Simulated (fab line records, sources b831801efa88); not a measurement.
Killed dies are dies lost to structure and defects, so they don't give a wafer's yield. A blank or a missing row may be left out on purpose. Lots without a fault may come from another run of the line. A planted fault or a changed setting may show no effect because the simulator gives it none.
Which tool did it? | flow sky130 | 11 lots, 33 wafers sampled, at 1 step of a route of 708

WHAT THE GAUGES READ, wafer by wafer
SKY_SD_P_CD_MEAS_07: target cd 380 nm. Usual: cd_nm 379.4 nm, standard deviation 2.7.
lot  | measured     | on        | cd_nm (nm)        | flag
L776 | day 25 21:35 | cd_sem-02 | 378.0 379.2 379.6 |
L775 | day 26 01:16 | cd_sem-02 | 382.1 381.5 381.2 |
L777 | day 26 08:46 | cd_sem-01 | 376.3 378.0 376.9 |
L778 | day 26 11:01 | cd_sem-02 | 379.3 379.8 377.1 |
L779 | day 26 19:02 | cd_sem-01 | 379.6 379.0 382.4 |
L783 | day 30 04:16 | cd_sem-02 | 378.2 380.1 377.5 |
L786 | day 31 04:04 | cd_sem-02 | 377.4 380.0 375.5 |
L790 | day 31 18:22 | cd_sem-01 | 379.3 377.3 375.5 |
L793 | day 32 02:29 | cd_sem-01 | 383.3 380.8 380.1 |
L792 | day 32 04:14 | cd_sem-02 | 382.8 378.5 379.8 |
L797 | day 32 19:29 | cd_sem-02 | 379.4 377.9 379.1 |

WHICH TOOL RAN EACH LOT (tool, then ch and the chambers of the sampled wafers, then the start)
The record holds no process step before these readings.

WHAT THE TOOLS THEMSELVES READ (means of the sampled wafers that have a number; where no wafer has one, the mark that the record gives instead)
The record holds no such reading with a usual standard deviation.

THE ANSWER, worked out from the rows above alone
Rule: a lot is off if the mean of its wafers that have a number lies more than 3 standard deviations from the usual mean. A lot without any number at a reading at which 4 lots or more have one is off too. The other lots that the step has rows for count as sound. The gauges are gone through in route order, then the tools' own readings, and for those a lot's mean is taken as printed above. The first step at which some lot is off is used, and at that step the reading that is off furthest; a lot without a number counts as furthest.
No lot is off at any reading shown: from this, nothing can be told.

WHAT THE SIMULATOR HAD PUT IN
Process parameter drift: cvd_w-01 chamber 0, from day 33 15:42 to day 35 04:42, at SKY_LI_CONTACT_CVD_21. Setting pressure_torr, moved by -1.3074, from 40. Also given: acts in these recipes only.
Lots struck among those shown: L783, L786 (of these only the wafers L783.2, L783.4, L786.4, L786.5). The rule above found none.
